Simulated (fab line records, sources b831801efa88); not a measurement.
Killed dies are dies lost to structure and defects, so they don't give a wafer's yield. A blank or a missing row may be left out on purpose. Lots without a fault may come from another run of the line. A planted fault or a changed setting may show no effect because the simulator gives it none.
fab line records | flow gf180mcu | part 1 of 2: steps 1 to 32 of 42
record lots=5 wafers=15 last_day=33
route steps=602 shown PSD@249 NSD@262 SAB@264 SALICIDE@278 CONTACT@287
lots that met no fault: from a run of the same line without faults
start_h: hours from the record's first day to the start of the lot's first wafer shown | wait_h: hours since the lot's step before | " the same as in the row above | L1.1+2: a row that stands for several wafers | - no value, or no start given | * or withheld: withheld | < > ~ a bound
route shown NAME@n: a module of which the file shows steps, and the number in the route of the first | usual: mean/standard deviation of fault-free wafers | same: alike in all rows | chamber/n: place in a boat | sites: the reading at each site | _std_site: their standard deviation | _edge_site: outer sites' mean less inner sites' | radius_mm: how far each site lies from the wafer's centre | mask NAME#n: copy n | behind: the tool/chamber that last shaped the wafer | hold: why the lot was held/for how many hours/how that ended | device: the transistor (n, p or np) that didn't switch | end of line: the same wafers' tests at the end of the route | a step without rows: its recipe alone | killed: dies lost to structure and defects at the first sort, not the wafer's yield | map: a wafer's dies, x killed, . not, _ none there
set.NAME: the setting as run; set.NAME@STEP: as run at that earlier step | model.NAME: the simulator's own value behind a step, which no gauge read
lots at some steps of the route; a table a step, a row a wafer
services: from which hour (start_h, from the record's first day; less than 0 if before it) a tool's chamber was out of use, for how many hours, and why
## steps
# step GF_PSD_HMDS_01
# recipe prime_time_s=60 prime_temp_c=120
# columns lot.wafer tool chamber start_h wait_h
L075.3+5+6 litho_track-02 0 321.14 0.1
L081.3+4+5 litho_track-02 0 366.39 0.1
L087.3+4+6 litho_track-01 0 416.11 0.1
L090.4+5+6 litho_track-04 0 438.58 0.1
L093.1+2+6 litho_track-04 0 464.55 0.1
# step GF_PSD_COAT_02
# recipe resist=NOVOLAK spin_rpm=3000 resist_thk_nm=1000
# columns lot.wafer tool chamber start_h wait_h
L075.3+5+6 litho_track-02 0 321.29 0.1
L081.3+4+5 litho_track-02 0 366.54 0.1
L087.3+4+6 litho_track-01 0 416.26 0.1
L090.4+5+6 litho_track-04 0 438.73 0.1
L093.1+2+6 litho_track-04 0 464.70 0.1
# step GF_PSD_SOFTBAKE_03
# recipe temp_c=90 time_s=60 resist=NOVOLAK
# columns lot.wafer tool chamber start_h wait_h
L075.3+5+6 litho_track-02 0 321.44 0.1
L081.3+4+5 litho_track-02 0 366.69 0.1
L087.3+4+6 litho_track-01 0 416.41 0.1
L090.4+5+6 litho_track-04 0 438.88 0.1
L093.1+2+6 litho_track-04 0 464.85 0.1
# step GF_PSD_EXPOSE_04
# recipe mask_id=Pplus target_cd_nm=400 na=0.6 source_shape=conventional sigma_outer=0.6 dose_mj=140
# columns lot.wafer tool chamber start_h wait_h mask
L075.3+5+6 iline_stepper-01 0 - - Pplus#0
L081.3+4+5 iline_stepper-02 0 - - Pplus#0
L087.3+4+6 iline_stepper-01 0 - - Pplus#0
L090.4+5+6 iline_stepper-01 0 - - Pplus#0
L093.1+2+6 iline_stepper-02 0 - - Pplus#0
# step GF_PSD_PEB_05
# recipe temp_c=withheld time_s=* resist=NOVOLAK
# columns lot.wafer tool chamber start_h wait_h
L075.3+5+6 litho_track-01 0 - -
L081.3+4+5 litho_track-01 0 - -
L087.3+4+6 litho_track-01 0 - -
L090.4+5+6 litho_track-01 0 - -
L093.1+2+6 litho_track-02 0 - -
# step GF_PSD_DEVELOP_06
# recipe develop_time_s=60 dev_temp_c=23
# columns lot.wafer tool chamber start_h wait_h
L075.3+5+6 litho_track-01 0 331.61 0.1
L081.3+4+5 litho_track-01 0 378.36 0.1
L087.3+4+6 litho_track-01 0 428.91 0.1
L090.4+5+6 litho_track-01 0 451.83 0.1
L093.1+2+6 litho_track-02 0 477.38 0.1
# step GF_PSD_CD_MEAS_07
# recipe target_cd_nm=400
# usual cd_nm=400.9/2.6
# columns lot.wafer tool chamber start_h wait_h cd_nm
L075.3 cd_sem-02 - 331.75 0.1 403.6
L075.5 " - " " 401.0
L075.6 " - " " 403.5
L081.3 cd_sem-02 - 378.50 0.1 401.1
L081.4 " - " " 403.0
L081.5 " - " " 400.1
L087.3 cd_sem-01 - 429.05 0.1 401.7
L087.4 " - " " 402.5
L087.6 " - " " 399.9
L090.4 cd_sem-01 - 451.97 0.1 399.9
L090.5 " - " " 400.9
L090.6 " - " " 398.8
L093.1 cd_sem-02 - 477.53 0.1 400.9
L093.2 " - " " 398.0
L093.6 " - " " 400.3
# step GF_PSD_OVL_MEAS_08
# usual PSD_OVL=0.1/1.3
# columns lot.wafer tool chamber start_h wait_h PSD_OVL[nm]
L075.3 overlay-01 - 331.84 0.1 0.7
L075.5 " - " " -1.2
L075.6 " - " " 1.5
L081.3 overlay-01 - 378.59 0.1 0.6
L081.4 " - " " -0.7
L081.5 " - " " 0.4
L087.3 overlay-01 - 429.14 0.1 -0.7
L087.4 " - " " 0.2
L087.6 " - " " 0.4
L090.4 overlay-01 - 452.04 0.1 -2.7
L090.5 " - " " -1.3
L090.6 " - " " -1.0
L093.1 overlay-02 - 477.65 0.1 -1.8
L093.2 " - " " -3.5
L093.6 " - " " -2.2
# step GF_PSD_IMPLANT_09
# recipe species=BF2 energy_kev=40 dose_cm2=1.5e+15 tilt_deg=7
# usual beam_on_s=10.00/0.21
# columns lot.wafer tool chamber start_h wait_h beam_on_s
L075.3 implanter-02 0 331.92 0.1 10.19
L075.5 " 0 " " 9.70
L075.6 " 0 " " 10.17
L081.3 implanter-04 0 378.66 0.1 9.98
L081.4 " 0 " " 9.79
L081.5 " 0 " " 9.90
L087.3 implanter-03 0 429.21 0.1 10.08
L087.4 " 0 " " 10.23
L087.6 " 0 " " 10.09
L090.4 implanter-04 0 452.14 0.1 10.17
L090.5 " 0 " " 9.90
L090.6 " 0 " " 9.89
L093.1 implanter-02 0 477.69 0.0 9.84
L093.2 " 0 " " 9.69
L093.6 " 0 " " 9.87
# step GF_PSD_STRIP_10
# recipe chemistry=O2/N2 power_w=1400 pressure_mtorr=1500 platen_temp_c=250 o2_flow_sccm=3000 n2_flow_sccm=300 overash_fraction=0.5
# usual drypump_motor_current_A=5.5/0.38 heater_power_w=323/25 oes_product_au=0.592/0.0042 platen_temp_c=250.02/0.19 strip_time_to_endpoint_s=16.51/0.039
# columns lot.wafer tool chamber start_h wait_h drypump_motor_current_A heater_power_w oes_product_au platen_temp_c rf_hours_counter_h strip_time_to_endpoint_s
L075.3 plasma_asher-03 0 332.05 0.1 5.9 378 0.589 250.07 - 16.53
L075.5 " 0 " " 5.9 368 0.594 250.09 - 16.43
L075.6 " 1 " " 5.9 337 0.591 249.57 - 16.44
L081.3 plasma_asher-04 0 378.80 0.1 6.0 332 0.593 250.01 - 16.52
L081.4 " 1 " " 5.6 322 0.593 249.91 - 16.55
L081.5 " 0 " " 6.0 325 0.591 250.06 - 16.53
L087.3 plasma_asher-03 1 429.35 0.1 5.9 340 0.593 249.52 - 16.47
L087.4 " 0 " " 5.9 362 0.595 250.11 - 16.53
L087.6 " 0 " " 5.9 363 0.590 250.04 - 16.48
L090.4 plasma_asher-01 0 452.25 0.1 5.0 334 0.595 249.96 - 16.55
L090.5 " 1 " " 5.2 278 0.593 250.02 - 16.57
L090.6 " 0 " " 5.0 328 0.593 250.03 - 16.56
L093.1 plasma_asher-01 0 477.84 0.1 5.0 321 0.598 249.75 80 16.59
L093.2 " 1 " " 5.2 278 0.593 249.79 80 16.52
L093.6 " 1 " " 5.2 283 0.592 249.85 - 16.57
# step GF_PSD_TW_MEAS_11
# usual PSD_TW=3150/19
# columns lot.wafer tool chamber start_h wait_h PSD_TW
L075.3 film_metro-01 - 332.14 0.1 3173
L075.5 " - " " 3168
L075.6 " - " " 3159
L081.3 film_metro-03 - 378.88 0.1 3154
L081.4 " - " " 3156
L081.5 " - " " 3149
L087.3 film_metro-01 - 429.43 0.1 3129
L087.4 " - " " 3164
L087.6 " - " " 3176
L090.4 film_metro-03 - 452.34 0.1 3131
L090.5 " - " " 3139
L090.6 " - " " 3118
L093.1 film_metro-03 - 477.94 0.1 3138
L093.2 " - " " 3131
L093.6 " - " " 3124
# step GF_PSD_CLEAN_12
# recipe chemistry=SC1/SC2 mix=1:4:20 temp_c=70 time_s=150 dry=n2_spin
# usual bath_guard_temp_C=69.7/0.41
# columns lot.wafer tool chamber start_h wait_h bath_guard_temp_C
L075.3 wet_bench-04 2 332.18 0.0 70.3
L075.5 " 2 " " 70.1
L075.6 " 2 " " 69.7
L081.3 wet_bench-04 3 378.92 0.0 70.6
L081.4 " 3 " " 70.6
L081.5 " 3 " " 70.3
L087.3 wet_bench-02 2 429.47 0.0 69.3
L087.4 " 2 " " 68.9
L087.6 " 2 " " 68.9
L090.4 wet_bench-02 3 452.37 0.0 70.2
L090.5 " 3 " " 69.6
L090.6 " 3 " " 69.7
L093.1 wet_bench-04 3 478.00 0.1 70.3
L093.2 " 3 " " 70.2
L093.6 " 3 " " 70.2
# step GF_PSD_RTA_13
# recipe temp_c=1025 time_s=20 ambient=N2
# usual lamp_power_pct=34/3.6 wafer_temp_C_max=1033.3/1.6
# columns lot.wafer tool chamber start_h wait_h lamp_power_pct wafer_temp_C_max
L075.3 rtp_anneal-01 0 332.25 0.0 38 1033.1
L075.5 " 0 " " 38 1033.5
L075.6 " 0 " " 38 1034.0
L081.3 rtp_anneal-02 0 379.00 0.0 31 1032.4
L081.4 " 0 " " 31 1033.9
L081.5 " 0 " " 31 1034.3
L087.3 rtp_anneal-02 0 429.55 0.0 31 1032.1
L087.4 " 0 " " 31 1032.3
L087.6 " 0 " " 31 1034.4
L090.4 rtp_anneal-01 0 452.46 0.0 38 1037.6
L090.5 " 0 " " 38 1033.1
L090.6 " 0 " " 38 1036.1
L093.1 rtp_anneal-01 0 478.06 0.0 38 1033.4
L093.2 " 0 " " 38 1038.0
L093.6 " 0 " " 38 1034.1
# step GF_PSD_RS_MEAS_14
# recipe thk_meas_gauge=four-point-probe
# usual NSD_RS=46.09/0.09
# columns lot.wafer tool chamber start_h wait_h NSD_RS[ohm/sq]
L075.3 film_metro-01 - 332.35 0.1 46.06
L075.5 " - " " 46.09
L075.6 " - " " 46.07
L081.3 film_metro-04 - 379.10 0.1 45.88
L081.4 " - " " 46.02
L081.5 " - " " 45.90
L087.3 film_metro-01 - 429.65 0.1 46.04
L087.4 " - " " 46.09
L087.6 " - " " 46.06
L090.4 film_metro-01 - 452.57 0.1 46.07
L090.5 " - " " 45.99
L090.6 " - " " 46.18
L093.1 film_metro-01 - 478.14 0.1 45.94
L093.2 " - " " 45.98
L093.6 " - " " 45.95
# step GF_PSD_RS_MEAS_15
# recipe thk_meas_gauge=four-point-probe
# usual PSD_RS=108.5/0.3
# columns lot.wafer tool chamber start_h wait_h PSD_RS[ohm/sq]
L075.3 film_metro-01 - 332.47 0.1 108.4
L075.5 " - " " 108.6
L075.6 " - " " 108.6
L081.3 film_metro-04 - 379.22 0.1 108.4
L081.4 " - " " 108.2
L081.5 " - " " 108.2
L087.3 film_metro-01 - 429.77 0.1 108.5
L087.4 " - " " 108.7
L087.6 " - " " 108.4
L090.4 film_metro-01 - 452.69 0.1 108.3
L090.5 " - " " 108.4
L090.6 " - " " 108.7
L093.1 film_metro-01 - 478.26 0.1 108.5
L093.2 " - " " 108.5
L093.6 " - " " 108.0
# step GF_SAB_CVD_00
# recipe material=SiO2 target_thk_nm=50 precursor=TEOS temp_c=400 time_s=4.9302 rf_w=600
# usual heater_power_w=678/78
# columns lot.wafer tool chamber start_h wait_h heater_power_w
L075.3 pecvd-01 1 332.55 0.1 720
L075.5 " 1 " " 713
L075.6 " 0 " " 572
L081.3 pecvd-04 1 379.30 0.1 680
L081.4 " 1 " " 685
L081.5 " 2 " " 725
L087.3 pecvd-04 2 429.85 0.1 825
L087.4 " 1 " " 696
L087.6 " 0 " " 571
L090.4 pecvd-01 2 452.76 0.0 887
L090.5 " 1 " " 618
L090.6 " 0 " " 581
L093.1 pecvd-03 2 478.38 0.1 600
L093.2 " 0 " " 689
L093.6 " 0 " " 698
# step GF_SAB_THK_MEAS_01
# recipe reads=SiO2_of_SAB_CVD_00
# usual SAB_CVD_00_THK=49.9/0.8
# columns lot.wafer tool chamber start_h wait_h SAB_CVD_00_THK[nm]
L075.3 film_metro-03 - 332.59 0.0 48.7
L075.5 " - " " 49.3
L075.6 " - " " 49.6
L081.3 film_metro-02 - 379.34 0.0 48.9
L081.4 " - " " 50.1
L081.5 " - " " 51.4
L087.3 film_metro-03 - 429.89 0.0 50.6
L087.4 " - " " 51.4
L087.6 " - " " 51.6
L090.4 film_metro-03 - 452.80 0.0 49.2
L090.5 " - " " 49.8
L090.6 " - " " 50.6
L093.1 film_metro-02 - 478.40 0.0 49.4
L093.2 " - " " 50.6
L093.6 " - " " 51.4
# step GF_SAB_DEHYDRATE_02
# recipe temp_c=200 time_s=60
# columns lot.wafer tool chamber start_h wait_h
L075.3+5+6 litho_track-03 0 342.49 9.9
L081.3+4+5 litho_track-02 0 388.94 9.6
L087.3+4+6 litho_track-02 0 441.13 11.2
L090.4+5+6 litho_track-01 0 463.98 11.2
L093.1+2+6 litho_track-01 0 489.81 11.4
# step GF_SAB_HMDS_03
# recipe prime_time_s=60 prime_temp_c=120
# columns lot.wafer tool chamber start_h wait_h
L075.3+5+6 litho_track-03 0 342.64 0.1
L081.3+4+5 litho_track-02 0 389.09 0.1
L087.3+4+6 litho_track-02 0 441.28 0.1
L090.4+5+6 litho_track-01 0 464.13 0.1
L093.1+2+6 litho_track-01 0 489.96 0.1
# step GF_SAB_COAT_04
# recipe resist=NOVOLAK spin_rpm=3000 resist_thk_nm=1000
# columns lot.wafer tool chamber start_h wait_h
L075.3+5+6 litho_track-03 0 342.79 0.1
L081.3+4+5 litho_track-02 0 389.24 0.1
L087.3+4+6 litho_track-02 0 441.43 0.1
L090.4+5+6 litho_track-01 0 464.28 0.1
L093.1+2+6 litho_track-01 0 490.11 0.1
# step GF_SAB_SOFTBAKE_05
# recipe temp_c=90 time_s=60 resist=NOVOLAK
# columns lot.wafer tool chamber start_h wait_h
L075.3+5+6 litho_track-03 0 342.94 0.1
L081.3+4+5 litho_track-02 0 389.39 0.1
L087.3+4+6 litho_track-02 0 441.58 0.1
L090.4+5+6 litho_track-01 0 464.43 0.1
L093.1+2+6 litho_track-01 0 490.26 0.1
# step GF_SAB_EXPOSE_06
# recipe mask_id=SAB target_cd_nm=420 na=0.6 source_shape=conventional sigma_outer=0.6 dose_mj=140
# columns lot.wafer tool chamber start_h wait_h mask
L075.3+5+6 iline_stepper-01 0 - - SAB#0
L081.3+4+5 iline_stepper-02 0 - - SAB#0
L087.3+4+6 iline_stepper-02 0 - - SAB#0
L090.4+5+6 iline_stepper-01 0 - - SAB#0
L093.1+2+6 iline_stepper-02 0 - - SAB#0
# step GF_SAB_PEB_07
# recipe temp_c=withheld time_s=* resist=NOVOLAK
# columns lot.wafer tool chamber start_h wait_h
L075.3+5+6 litho_track-02 0 - -
L081.3+4+5 litho_track-01 0 - -
L087.3+4+6 litho_track-01 0 - -
L090.4+5+6 litho_track-01 0 - -
L093.1+2+6 litho_track-02 0 - -
# step GF_SAB_DEVELOP_08
# recipe develop_time_s=60 dev_temp_c=23
# columns lot.wafer tool chamber start_h wait_h
L075.3+5+6 litho_track-02 0 354.04 0.1
L081.3+4+5 litho_track-01 0 400.91 0.1
L087.3+4+6 litho_track-01 0 453.76 0.1
L090.4+5+6 litho_track-01 0 477.13 0.1
L093.1+2+6 litho_track-02 0 502.13 0.1
# step GF_SAB_CD_MEAS_09
# recipe target_cd_nm=420
# usual cd_nm=419.6/1.7
# columns lot.wafer tool chamber start_h wait_h cd_nm
L075.3 cd_sem-01 - 354.18 0.1 417.5
L075.5 " - " " 417.5
L075.6 " - " " 418.9
L081.3 cd_sem-02 - 401.05 0.1 421.7
L081.4 " - " " 418.4
L081.5 " - " " 419.0
L087.3 cd_sem-02 - 453.90 0.1 419.4
L087.4 " - " " 419.0
L087.6 " - " " 419.1
L090.4 cd_sem-02 - 477.27 0.1 419.4
L090.5 " - " " 418.8
L090.6 " - " " 418.6
L093.1 cd_sem-01 - 502.28 0.1 419.2
L093.2 " - " " 418.2
L093.6 " - " " 416.8
# step GF_SAB_OVL_MEAS_10
# usual SAB_OVL=-0.4/1.1
# columns lot.wafer tool chamber start_h wait_h SAB_OVL[nm]
L075.3 overlay-01 - 354.27 0.1 -0.5
L075.5 " - " " -0.8
L075.6 " - " " -1.2
L081.3 overlay-02 - 401.14 0.1 0.5
L081.4 " - " " 0.5
L081.5 " - " " 0.6
L087.3 overlay-01 - 453.99 0.1 -0.3
L087.4 " - " " -1.3
L087.6 " - " " 1.9
L090.4 overlay-02 - 477.34 0.1 0.8
L090.5 " - " " 2.5
L090.6 " - " " 1.6
L093.1 overlay-02 - 502.40 0.1 -1.6
L093.2 " - " " -1.5
L093.6 " - " " 0.5
# step GF_SAB_ETCH_11
# recipe chemistry=C4F8/O2/Ar mask_material=NOVOLAK target=SiO2 target_depth_nm=55 source_w=1500 bias_w=1200 pressure_mtorr=40 c4f8_flow_sccm=withheld O2_flow_sccm=6 Ar_flow_sccm=300 time_s=8.5
# usual oes_product_au=1.001/0.012
# columns lot.wafer tool chamber start_h wait_h oes_product_au rf_hours_counter_h
L075.3 rie_diel-03 1 354.29 0.0 0.989 6
L075.5 " 1 " " 0.993 -
L075.6 " 0 " " 0.995 -
L081.3 rie_diel-01 1 401.16 0.0 0.970 17
L081.4 " 2 " " 1.001 59
L081.5 " 1 " " 0.984 -
L087.3 rie_diel-03 0 454.01 0.0 1.015 84
L087.4 " 1 " " 1.010 10
L087.6 " 0 " " 1.023 -
L090.4 rie_diel-03 0 477.36 0.0 0.998 84
L090.5 " 0 " " 0.998 -
L090.6 " 3 " " 1.024 -
L093.1 rie_diel-04 3 502.44 0.0 1.004 20
L093.2 " 1 " " 0.997 3
L093.6 " 3 " " 0.994 -
# step GF_SAB_WET_ETCH_12
# recipe chemistry=dHF target_depth_nm=22 dry=n2_spin target=SiO2 temp_c=25 dilution=100:1 time_s=440
# columns lot.wafer tool chamber start_h wait_h
L075.3+5+6 wet_bench-03 0 354.31 0.0
L081.3+4+5 wet_bench-01 2 401.19 0.0
L087.3+4+6 wet_bench-03 2 454.03 0.0
L090.4+5+6 wet_bench-01 2 477.38 0.0
L093.1+2+6 wet_bench-03 3 502.46 0.0
# step GF_SAB_STRIP_13
# recipe chemistry=O2/N2 power_w=1400 pressure_mtorr=1500 platen_temp_c=250 o2_flow_sccm=3000 n2_flow_sccm=300 overash_fraction=0.5
# usual drypump_motor_current_A=5.3/0.31 heater_power_w=313/21 oes_product_au=0.709/0.0046 platen_temp_c=249.98/0.18 strip_time_to_endpoint_s=12.60/0.031
# columns lot.wafer tool chamber start_h wait_h drypump_motor_current_A heater_power_w oes_product_au platen_temp_c rf_hours_counter_h strip_time_to_endpoint_s
L075.3 plasma_asher-04 1 354.48 0.0 5.6 330 0.707 249.77 - 12.50
L075.5 " 1 " " 5.6 331 0.709 249.74 - 12.55
L075.6 " 0 " " 6.0 327 0.705 250.01 - 12.57
L081.3 plasma_asher-04 1 401.37 0.0 5.6 333 0.704 250.06 - 12.60
L081.4 " 0 " " 6.0 323 0.709 250.10 - 12.59
L081.5 " 1 " " 5.6 324 0.712 250.10 - 12.61
L087.3 plasma_asher-01 0 454.22 0.0 5.0 331 0.698 249.79 - 12.61
L087.4 " 1 " " 5.2 282 0.710 249.86 - 12.53
L087.6 " 0 " " 5.0 327 0.710 250.04 - 12.64
L090.4 plasma_asher-04 0 477.55 0.0 6.0 331 0.714 249.68 - 12.58
L090.5 " 0 " " 6.0 325 0.710 249.76 - 12.59
L090.6 " 1 " " 5.6 323 0.708 249.93 - 12.57
L093.1 plasma_asher-01 0 502.59 0.0 5.0 325 0.710 250.10 83 12.62
L093.2 " 1 " " 5.2 275 0.706 249.94 83 12.61
L093.6 " 1 " " 5.2 273 0.705 250.50 - 12.61
# step GF_SALICIDE_CLEAN_00
# recipe chemistry=SC1/SC2 mix=1:4:20 temp_c=70 time_s=150
# usual bath_guard_temp_C=69.5/0.46
# columns lot.wafer tool chamber start_h wait_h bath_guard_temp_C
L075.3 wet_bench-02 2 354.54 0.0 69.4
L075.5 " 2 " " 69.3
L075.6 " 2 " " 69.0
L081.3 wet_bench-02 3 401.44 0.0 70.0
L081.4 " 3 " " 69.6
L081.5 " 3 " " 70.0
L087.3 wet_bench-01 3 454.29 0.0 69.5
L087.4 " 3 " " 69.3
L087.6 " 3 " " 69.1
L090.4 wet_bench-02 2 477.61 0.0 69.0
L090.5 " 2 " " 69.2
L090.6 " 2 " " 69.0
L093.1 wet_bench-02 2 502.69 0.1 69.1
L093.2 " 2 " " 69.4
L093.6 " 2 " " 69.5
# step GF_SALICIDE_WET_ETCH_01
# recipe chemistry=dHF target_depth_nm=5 dry=ipa_marangoni target=SiO2 temp_c=25 dilution=100:1 time_s=100
# columns lot.wafer tool chamber start_h wait_h
L075.3+5+6 wet_bench-01 1 354.59 0.0
L081.3+4+5 wet_bench-03 0 401.49 0.0
L087.3+4+6 wet_bench-03 3 454.34 0.0
L090.4+5+6 wet_bench-03 3 477.66 0.0
L093.1+2+6 wet_bench-01 2 502.74 0.0
# step GF_SALICIDE_SPUTTER_02
# recipe material=Co target_thk_nm=10 power_w=1000 time_s=20 chamber_pressure_pa=0.4
# usual throttle_valve_pct=29.8/0.88
# columns lot.wafer tool chamber start_h wait_h throttle_valve_pct
L075.3 pvd_sputter-03 - 354.63 0.0 30.8
L075.5 " - " " 29.5
L075.6 " - " " 29.6
L081.3 pvd_sputter-02 - 401.53 0.0 28.4
L081.4 " - " " 31.2
L081.5 " - " " 28.3
L087.3 pvd_sputter-03 - 454.38 0.0 30.9
L087.4 " - " " 29.5
L087.6 " - " " 30.7
L090.4 pvd_sputter-02 - 477.70 0.0 30.0
L090.5 " - " " 31.0
L090.6 " - " " 30.3
L093.1 pvd_sputter-02 - 502.78 0.0 31.1
L093.2 " - " " 30.3
L093.6 " - " " 30.2
